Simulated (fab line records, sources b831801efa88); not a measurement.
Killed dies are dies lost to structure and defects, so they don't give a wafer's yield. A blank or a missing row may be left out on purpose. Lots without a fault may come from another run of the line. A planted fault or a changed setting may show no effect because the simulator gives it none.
Problem report in the 8D (eight disciplines) form, filled by code | flow gf180mcu | the parts of the form that need people (team, actions taken, sign-off) are left out

1. THE PROBLEM
overpolish_run_s at GF_V2_CMP_26 reads a mean of 0.038 s on 4 wafers of 2 lots; wafers without a fault read 15.000 s with a standard deviation of 0.0091. That is -99 or more standard deviations from the usual mean.
The step: polishes, stops on SiO2, t overpolish 15 s, target thk 0 nm.
First seen on wafer L861.4, day 26 06:37, on cmp-02. The record holds 39 wafers of 13 lots with a number at this step. Rule for "out", or "out of limits": more than 4 standard deviations from the usual mean. The other wafers with a number count as sound.

2. WHAT IT IS AND WHAT IT IS NOT
question                    | is                                   | is not
which readings at this step | overpolish_run_s, time_to_endpoint_s | motor_current_A
which lots                  | L861, L862                           | L845, L846, L848, L849, L850, L851, L852, L853, L863, L867, L868
which wafers of those lots  | L861.3, L861.4, L861.6, L862.3       | L862.1, L862.5
read on which tools         | cmp-02                               | cmp-01
when                        | from day 26 06:37                    | up to then (24 sound wafers); but 11 sound wafers of L862, L863, L867, L868 came after

3. SUSPECTS, AND WHAT RULES EACH OUT
Counting: a tool at a process step up to the reading stays a suspect if it ran every lot that is out. Sound lots after the first of them don't rule it out here, since some wafers of a struck lot are sound.
- pvd_sputter-03 at GF_M1_SPUTTER_04 (material TiN, target thk 50 nm, time 41.7 s): kept. It ran every lot that is out, first L861 (day 22 07:43); its last sound lot up to then is L850 (day 17 21:17).
- cmp-02 at GF_V2_CMP_26 (polishes, stops on SiO2, t overpolish 15 s, target thk 0 nm): kept. It ran every lot that is out, first L861 (day 26 06:37); its last sound lot up to then is L851 (day 22 13:51). Its own readings are out on those wafers: overpolish_run_s, time_to_endpoint_s.
Left after counting: pvd_sputter-03 at GF_M1_SPUTTER_04, cmp-02 at GF_V2_CMP_26.

4. THE CAUSE (what the simulator had put in)
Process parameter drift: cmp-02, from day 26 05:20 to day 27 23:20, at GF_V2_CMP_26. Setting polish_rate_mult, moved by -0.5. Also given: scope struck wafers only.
Counting left 2 suspects, and this tool is among them.

5. THE CHAIN OF EFFECTS, in route order
Each row: a reading whose mean over the struck wafers that have a number lies more than 3 standard deviations from the usual. Only readings for which the record gives a usual standard deviation are gone through. hours: the time from each lot's start at the first step in this table that gives one to its start at this step, as a median over the lots. sigmas: the change in usual standard deviations.
hours | step                    | reading              | usual    | on struck wafers | change  | sigmas
0     | GF_V2_CMP_26            | overpolish_run_s     | 15.000 s | 0.038            | -14.962 | -99 or more
0     | GF_V2_CMP_26            | time_to_endpoint_s   | 81 s     | 129              | +48     | +15
177   | GF_PASSIVATION_PROBE_99 | defect_limited_yield | 90.5 %   | 0.0              | -90.5   | -65
177   | GF_PASSIVATION_PROBE_99 | killed_at_M0_to_M3   | 21       | 471              | +450    | +99 or more
177   | GF_PASSIVATION_PROBE_99 | killed_dies          | 47       | 492              | +445    | +64
177   | GF_PASSIVATION_PROBE_99 | killed_on_rim        | 9        | 96               | +87     | +29
177   | GF_PASSIVATION_PROBE_99 | sort_bin_3_pad_short | 0.48 %   | 92.02            | +91.54  | +99 or more
177   | GF_PASSIVATION_PROBE_99 | sort_n_pass          | 445      | 0                | -445    | -64
177   | GF_PASSIVATION_PROBE_99 | sort_yield_pct       | 90.5 %   | 0.0              | -90.5   | -65
The process steps in it:
- GF_V2_CMP_26: polishes, stops on SiO2, t overpolish 15 s, target thk 0 nm.
- GF_PASSIVATION_PROBE_99

6. WHAT WOULD HAVE CAUGHT IT SOONER
In this record the first reading out of limits was taken at day 26 06:37, 1 hour after the fault began at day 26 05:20.
